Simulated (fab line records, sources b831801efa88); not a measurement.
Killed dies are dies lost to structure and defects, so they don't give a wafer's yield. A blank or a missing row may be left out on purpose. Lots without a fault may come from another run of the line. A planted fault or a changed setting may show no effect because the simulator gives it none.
Which tool did it? | flow sky130 | 10 lots, 30 wafers sampled, at 5 steps of a route of 708

WHAT THE GAUGES READ, wafer by wafer
SKY_FIELD_ISO_THK_MEAS_25. Usual: FIELD_ISO_CVD_24_THK 596 nm, standard deviation 7.1.
lot  | measured    | on            | FIELD_ISO_CVD_24_THK (nm) | flag
L719 | day 2 06:55 | film_metro-02 | 585 586 588               |
L720 | day 2 13:08 | film_metro-04 | 587 589 592               |
L726 | day 3 18:05 | film_metro-01 | 593 599 590               |
L730 | day 5 01:40 | film_metro-01 | 599 601 592               |
L734 | day 5 16:56 | film_metro-01 | 612 602 605               |
L736 | day 6 00:08 | film_metro-01 | 597 600 596               |
L737 | day 6 07:08 | film_metro-01 | 600 602 609               |
L740 | day 6 21:51 | film_metro-01 | 592 588 593               |
L741 | day 7 02:44 | film_metro-04 | 606 596 607               |
L742 | day 7 07:10 | film_metro-04 | 585 592 592               |

SKY_CAPM_THK_MEAS_01. Usual: CAPM_CVD_00_THK 15.42 nm, standard deviation 0.27.
lot  | measured     | on            | CAPM_CVD_00_THK (nm)                | flag
L719 | day 35 16:39 | film_metro-04 | 15.31 15.41 15.54                   |
L720 | day 36 03:03 | film_metro-04 | 15.40 15.45 15.41                   |
L726 | day 38 06:53 | film_metro-03 | 15.76 15.60 17.24 15.73 15.51 17.21 |
L730 | day 40 03:07 | film_metro-04 | 14.94 15.08 16.80 14.93 15.14 16.75 |
L734 | day 40 19:09 | film_metro-02 | 15.08 15.53 16.03                   |
L736 | day 41 11:10 | film_metro-03 | 15.60 15.79 15.54                   |
L737 | day 41 19:56 | film_metro-02 | 15.46 15.70 15.61                   |
L740 | day 42 15:09 | film_metro-04 | 15.59 15.70 15.67                   |
L741 | day 42 15:46 | film_metro-04 | 15.08 15.66 15.06                   |
L742 | day 42 16:03 | film_metro-04 | 15.18 15.36 15.52                   |

WHICH TOOL RAN EACH LOT (tool, then ch and the chambers of the sampled wafers, then the start)
lot  | SKY_FIELD_ISO_ETCH_14             | SKY_FIELD_ISO_ETCH_15             | SKY_CAPM_CVD_00
L719 | rie_diel-04 ch 2,3, day 2 03:51   | rie_diel-04 ch 2,3, day 2 03:53   | pecvd-04 ch 0,2, day 35 16:36
L720 | rie_diel-01 ch 2,3, day 2 11:06   | rie_diel-01 ch 2,3, day 2 11:08   | pecvd-01 ch 1,2, day 36 03:01
L726 | rie_diel-04 ch 1,2, day 3 16:12   | rie_diel-04 ch 1,2, day 3 16:14   | pecvd-04 ch 0,1,2, day 38 06:51
L730 | rie_diel-01 ch 0,1,2, day 4 23:15 | rie_diel-01 ch 0,1,2, day 4 23:18 | pecvd-04 ch 0,1,2, day 40 03:02
L734 | rie_diel-01 ch 0,1, day 5 14:06   | rie_diel-01 ch 0,1, day 5 14:08   | pecvd-01 ch 0,1,2, day 40 19:08
L736 | rie_diel-01 ch 0,1,2, day 5 21:53 | rie_diel-01 ch 0,1,2, day 5 21:55 | pecvd-01 ch 0,2, day 41 11:08
L737 | rie_diel-01 ch 0,1,2, day 6 02:45 | rie_diel-01 ch 0,1,2, day 6 02:48 | pecvd-02 ch 0,1,2, day 41 19:53
L740 | rie_diel-04 ch 0,2,3, day 6 17:27 | rie_diel-04 ch 0,2,3, day 6 17:30 | pecvd-02 ch 0,2, day 42 15:08
L741 | rie_diel-02 ch 0,2,3, day 7 00:21 | rie_diel-02 ch 0,2,3, day 7 00:23 | pecvd-04 ch 0,1, day 42 15:44
L742 | rie_diel-01 ch 0,2, day 7 04:54   | rie_diel-01 ch 0,2, day 7 04:57   | pecvd-01 ch 0,2, day 42 16:02
- SKY_FIELD_ISO_ETCH_14: etches BARC in N2/H2, stops on SiO2, time 45.9 s, target depth 60 nm.
- SKY_FIELD_ISO_ETCH_15: etches the open film in CHF3/O2, stops on Si, target depth 180 nm, time 72 s.
- SKY_CAPM_CVD_00: deposits SiO2, target thk 15.5 nm.

WHAT THE TOOLS THEMSELVES READ (means of the sampled wafers that have a number; where no wafer has one, the mark that the record gives instead)
SKY_FIELD_ISO_ETCH_14. Usual: drypump_motor_current_A 5.59 A, standard deviation 0.29; oes_product_au 0.856 a.u., standard deviation 0.0048; throttle_valve_pct 13.225 %, standard deviation 0.0093.
lot  | tool        | drypump_motor_current_A (A) | oes_product_au (a.u.) | throttle_valve_pct (%) | flag
L719 | rie_diel-04 | 5.51                        | 0.854                 | 13.222                 |
L720 | rie_diel-01 | 5.77                        | 0.855                 | 13.223                 |
L726 | rie_diel-04 | 5.31                        | 0.864                 | 13.220                 |
L730 | rie_diel-01 | 5.54                        | 0.852                 | 13.220                 |
L734 | rie_diel-01 | 5.58                        | 0.852                 | 13.229                 |
L736 | rie_diel-01 | 5.55                        | 0.860                 | 13.233                 |
L737 | rie_diel-01 | 5.55                        | 0.856                 | 13.224                 |
L740 | rie_diel-04 | 5.61                        | 0.856                 | 13.218                 |
L741 | rie_diel-02 | 5.67                        | 0.855                 | 13.229                 |
L742 | rie_diel-01 | 5.69                        | 0.857                 | 13.219                 |

SKY_FIELD_ISO_ETCH_15. Usual: drypump_motor_current_A 5.58 A, standard deviation 0.29; oes_product_au 0.944 a.u., standard deviation 0.006; throttle_valve_pct 8.845 %, standard deviation 0.0088.
lot  | tool        | drypump_motor_current_A (A) | oes_product_au (a.u.) | throttle_valve_pct (%) | flag
L719 | rie_diel-04 | 5.51                        | 0.945                 | 8.846                  |
L720 | rie_diel-01 | 5.76                        | 0.941                 | 8.840                  |
L726 | rie_diel-04 | 5.32                        | 0.941                 | 8.845                  |
L730 | rie_diel-01 | 5.53                        | 0.939                 | 8.851                  |
L734 | rie_diel-01 | 5.58                        | 0.938                 | 8.847                  |
L736 | rie_diel-01 | 5.54                        | 0.945                 | 8.848                  |
L737 | rie_diel-01 | 5.55                        | 0.947                 | 8.852                  |
L740 | rie_diel-04 | 5.62                        | 0.945                 | 8.845                  |
L741 | rie_diel-02 | 5.68                        | 0.944                 | 8.842                  |
L742 | rie_diel-01 | 5.67                        | 0.951                 | 8.852                  |

SKY_CAPM_CVD_00. Usual: heater_power_w 711 W, standard deviation 92.
lot  | tool     | heater_power_w (W) | flag
L719 | pecvd-04 | 740                |
L720 | pecvd-01 | 644                |
L726 | pecvd-04 | 744                |
L730 | pecvd-04 | 755                |
L734 | pecvd-01 | 681                |
L736 | pecvd-01 | 683                |
L737 | pecvd-02 | 693                |
L740 | pecvd-02 | 626                |
L741 | pecvd-04 | 769                |
L742 | pecvd-01 | 584                |

THE ANSWER, worked out from the rows above alone
Rule: a lot is off if the mean of its wafers that have a number lies more than 3 standard deviations from the usual mean. A lot without any number at a reading at which 4 lots or more have one is off too. The other lots that the step has rows for count as sound. The gauges are gone through in route order, then the tools' own readings, and for those a lot's mean is taken as printed above. The first step at which some lot is off is used, and at that step the reading that is off furthest; a lot without a number counts as furthest.
No lot is off at any reading shown: from this, nothing can be told.

WHAT THE SIMULATOR HAD PUT IN
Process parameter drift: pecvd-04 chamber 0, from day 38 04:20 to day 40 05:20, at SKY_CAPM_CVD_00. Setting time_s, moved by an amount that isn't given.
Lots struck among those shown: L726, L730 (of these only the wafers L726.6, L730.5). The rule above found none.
